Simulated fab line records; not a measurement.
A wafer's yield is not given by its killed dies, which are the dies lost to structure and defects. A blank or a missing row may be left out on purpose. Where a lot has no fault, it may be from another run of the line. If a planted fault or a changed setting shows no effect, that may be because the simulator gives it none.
Chamber matching || flow sfq_line || SFQ_TRILAYER_I4_CMP_CMP_100 on cmp-02: 4 sister chambers
The step polishes SiO2. 7 wafers are shown with their chamber, then 7 later ones without.

== EACH WAFER AND ITS CHAMBER ==
{"wafer": "L388.6", "chamber": 0, "motor_current_A (A)": 10.2, "time_to_endpoint_s (s)": 213}
{"wafer": "L393.4", "chamber": 1, "motor_current_A (A)": 10.7, "time_to_endpoint_s (s)": 219}
{"wafer": "L393.3", "chamber": 3, "motor_current_A (A)": 8.6, "time_to_endpoint_s (s)": 213}
{"wafer": "L394.2", "chamber": 1, "motor_current_A (A)": 10.6, "time_to_endpoint_s (s)": 208}
{"wafer": "L394.6", "chamber": 2, "motor_current_A (A)": 11.6, "time_to_endpoint_s (s)": 210}
{"wafer": "L399.1", "chamber": 3, "motor_current_A (A)": 8.1, "time_to_endpoint_s (s)": 229}
{"wafer": "L399.3", "chamber": 2, "motor_current_A (A)": 12.0, "time_to_endpoint_s (s)": 219}

== WAFERS WITHOUT THEIR CHAMBER ==
{"wafer": "L399.4", "motor_current_A (A)": 10.4, "time_to_endpoint_s (s)": 217}
{"wafer": "L406.1", "motor_current_A (A)": 8.8, "time_to_endpoint_s (s)": 211}
{"wafer": "L406.2", "motor_current_A (A)": 11.3, "time_to_endpoint_s (s)": 219}
{"wafer": "L406.6", "motor_current_A (A)": 8.0, "time_to_endpoint_s (s)": 221}
{"wafer": "L408.1", "motor_current_A (A)": 11.7, "time_to_endpoint_s (s)": 211}
{"wafer": "L408.3", "motor_current_A (A)": 9.9, "time_to_endpoint_s (s)": 217}
{"wafer": "L408.5", "motor_current_A (A)": 8.4, "time_to_endpoint_s (s)": 216}

== WHICH CHAMBER EACH WENT THROUGH ==
{"wafer": "L399.4", "from the rows above": "can't be placed: 0 or 1", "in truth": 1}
{"wafer": "L406.1", "from the rows above": 3, "in truth": 3}
{"wafer": "L406.2", "from the rows above": "can't be placed: 2 or 1", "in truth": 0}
{"wafer": "L406.6", "from the rows above": 3, "in truth": 3}
{"wafer": "L408.1", "from the rows above": 2, "in truth": 2}
{"wafer": "L408.3", "from the rows above": "can't be placed: 0 or 1", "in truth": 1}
{"wafer": "L408.5", "from the rows above": 3, "in truth": 3}
Placed correctly: 4 of 7. Unplaceable from these rows: 3, with the true chamber sitting among the candidates in 2. Number placed wrongly: 0.
How it was worked out, from the rows above alone: a wafer's distance from a chamber is the root of the sum, over the readings, of the square of ((its reading less the chamber's mean) divided by the reading's scatter). The wafer belongs to the nearest chamber; if the next one is less than 2 further off, it can't be placed. The mean given for a chamber averages the wafers shown for that chamber. How the scatter is found: for the shown wafers, subtract from each reading the mean of its chamber, square and add these, divide the total by (wafers less chambers), then take the root.
